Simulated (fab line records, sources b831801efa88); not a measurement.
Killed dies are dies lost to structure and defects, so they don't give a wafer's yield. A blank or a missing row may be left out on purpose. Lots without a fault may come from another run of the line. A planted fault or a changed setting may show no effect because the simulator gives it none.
Which tool did it? | flow sky130 | 15 lots, 45 wafers sampled, at 2 steps of a route of 708

WHAT THE GAUGES READ, wafer by wafer
SKY_METAL1_OVL_MEAS_16.
lot  | measured     | on         | METAL1_OVL (nm)
L823 | day 32 14:16 | overlay-01 | -6 2 -1
L824 | day 32 17:21 | overlay-02 | 1 -7 -4
L827 | day 34 07:52 | overlay-02 | -3 -2 0
L830 | day 34 22:52 | overlay-02 | -14 -8 -8
L831 | day 35 03:58 | overlay-01 | 1 5 4
L832 | day 35 16:46 | overlay-02 | -10 -2 -9
L833 | day 35 19:10 | overlay-02 | -4 -2 -2
L834 | day 36 03:53 | overlay-01 | 8 6 6
L835 | day 36 14:40 | overlay-01 | 6 7 7
L840 | day 38 07:28 | overlay-01 | 5 6 6
L841 | day 39 02:29 | overlay-01 | 0 -2 0
L844 | day 39 04:58 | overlay-01 | -6 1 4
L843 | day 39 06:46 | overlay-01 | -7 -5 -3
L845 | day 39 11:46 | overlay-02 | 0 -5 -4
L846 | day 39 21:16 | overlay-02 | -4 0 3

SKY_VIA1_RS_MEAS_22: measures by four-point-probe.
lot  | measured     | on            | VIA1_W_RS (ohm/sq)
L823 | day 33 18:53 | film_metro-01 | 0.422 0.422 0.421
L824 | day 33 22:37 | film_metro-02 | 0.417 0.414 0.418
L827 | day 35 10:49 | film_metro-01 | 0.427 0.425 0.421
L830 | day 36 03:44 | film_metro-04 | 0.425 0.428 0.427
L831 | day 36 08:59 | film_metro-02 | 0.419 0.422 0.417
L832 | day 36 22:12 | film_metro-01 | 0.422 0.423 0.422
L833 | day 36 23:17 | film_metro-01 | 0.423 0.424 0.423
L834 | day 37 08:38 | film_metro-04 | 0.424 0.427 0.428
L835 | day 37 18:41 | film_metro-01 | 0.417 0.416 0.416
L840 | day 39 11:02 | film_metro-01 | 0.431 0.435 0.431
L841 | day 40 05:35 | film_metro-02 | 0.418 0.422 0.422
L844 | day 40 07:56 | film_metro-02 | 0.432 0.427 0.428
L843 | day 40 09:19 | film_metro-02 | 0.433 0.429 0.431
L845 | day 40 14:29 | film_metro-04 | 0.423 0.423 0.423
L846 | day 40 23:47 | film_metro-01 | 0.427 0.429 0.421

WHICH TOOL RAN EACH LOT (tool, then ch and the chambers of the sampled wafers, then the start)
The record holds no process step before these readings.

WHAT THE TOOLS THEMSELVES READ (means of the sampled wafers that have a number; where no wafer has one, the mark that the record gives instead)
The record holds no such reading with a usual standard deviation.

THE ANSWER, worked out from the rows above alone
Rule: what is usual is taken from the lots themselves. Put in order of their means at a reading, lots are off if they are a third of the lots or fewer, leave a main group of 4 or more, and stand apart from it by a gap of 3 or more times the standard deviation of the main group's means; of several such gaps the widest counts. A main group whose means are all the same, to the digits that the tables above print for the reading, isn't used. A lot without any number at a reading at which 4 lots or more have one is off too. The other lots that the step has rows for count as sound. The gauges are gone through in route order, then the tools' own readings, and for those a lot's mean is taken as printed above. The first step at which some lot is off is used, and at that step the reading that is off furthest; a lot without a number counts as furthest.
No lot is off at any reading shown: from this, nothing can be told.

WHAT THE SIMULATOR HAD PUT IN
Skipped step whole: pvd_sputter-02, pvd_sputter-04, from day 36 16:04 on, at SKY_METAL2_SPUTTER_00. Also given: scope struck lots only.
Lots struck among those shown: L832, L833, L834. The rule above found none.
